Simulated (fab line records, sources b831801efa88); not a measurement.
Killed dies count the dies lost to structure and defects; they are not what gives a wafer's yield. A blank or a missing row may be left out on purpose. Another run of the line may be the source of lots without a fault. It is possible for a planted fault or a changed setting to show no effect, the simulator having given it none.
What tool caused it?	flow gf180mcu	Sampling: 6 lots, 18 wafers, 3 of 602 route steps

## WHAT EACH GAUGE READ, for each wafer
GF_HV_LDD_OVL_MEAS_08.
lot	measured	on	HV_LDD_OVL (nm)
L648	day 10 15:01	overlay-02	1.4 1.7 3.2
L650	day 11 04:12	overlay-02	3.3 1.4 0.8
L654	day 12 11:14	overlay-02	2.4 4.3 4.8
L656	day 12 23:59	overlay-02	0.2 2.6 0.8
L665	day 15 21:11	overlay-02	298.9 296.8 295.9
L668	day 16 22:56	overlay-02	-0.1 0.9 2.1

## WHAT TOOL EACH LOT RAN ON (gives the tool, then ch and the chambers of the sampled wafers, and finally the start)
lot	GF_STI_ETCH_14	GF_HV_LDD_EXPOSE_04
L648	rieSi-02 ch 0,1,2, day 2 12:04	ilineStepper-01 ch 0, day 10 05:22
L650	rieSi-02 ch 1,2,3, day 2 23:05	ilineStepper-02 ch 0, day 10 20:53
L654	rieSi-01 ch 1,2,3, day 3 18:53	ilineStepper-02 ch 0, day 12 01:25
L656	rieSi-02 ch 1,2,3, day 4 05:55	ilineStepper-01 ch 0, day 12 14:33
L665	rieSi-01 ch 0,2, day 6 03:31	ilineStepper-02 ch 0, day 15 10:48
L668	rieSi-02 ch 0,1,3, day 6 20:11	ilineStepper-01 ch 0, day 16 12:04
- GF_STI_ETCH_14: etches Si in HBr/Cl2/O2, target depth 360 nm, time 102.9 s.
- GF_HV_LDD_EXPOSE_04: exposes mask Nplus LV AREA, target cd 400 nm.

## THE ANSWER, worked out from the rows above alone
Rule: usual is defined by the lots themselves. The widest of any qualifying gaps counts: lots, ordered by their means at a reading, are off when they make up no more than a third of the lots, leave a main group of 4 or more, and stand apart from it by 3 or more times the standard deviation of that group's means. A main group is skipped when, at the precision printed for the reading in the tables above, its means are all equal. A lot without any number at a reading at which 4 lots or more have one is off too. The other lots that the step has rows for count as sound.
Off: L665, seen at GF_HV_LDD_OVL_MEAS_08 (HV_LDD_OVL). Mean 2.0 nm and standard deviation 1 in the main group.
If a tool, at a process step before that reading, ran all the lots that are off and no sound lot after the first of them, it fits. Those tools and the gauges at GF_HV_LDD_OVL_MEAS_08 are tried in the same way. This does not decide it: 2 tools fit, namely rieSi-01 at GF_STI_ETCH_14 and ilineStepper-02 at GF_HV_LDD_EXPOSE_04.

## WHAT WAS PUT IN BY THE SIMULATOR
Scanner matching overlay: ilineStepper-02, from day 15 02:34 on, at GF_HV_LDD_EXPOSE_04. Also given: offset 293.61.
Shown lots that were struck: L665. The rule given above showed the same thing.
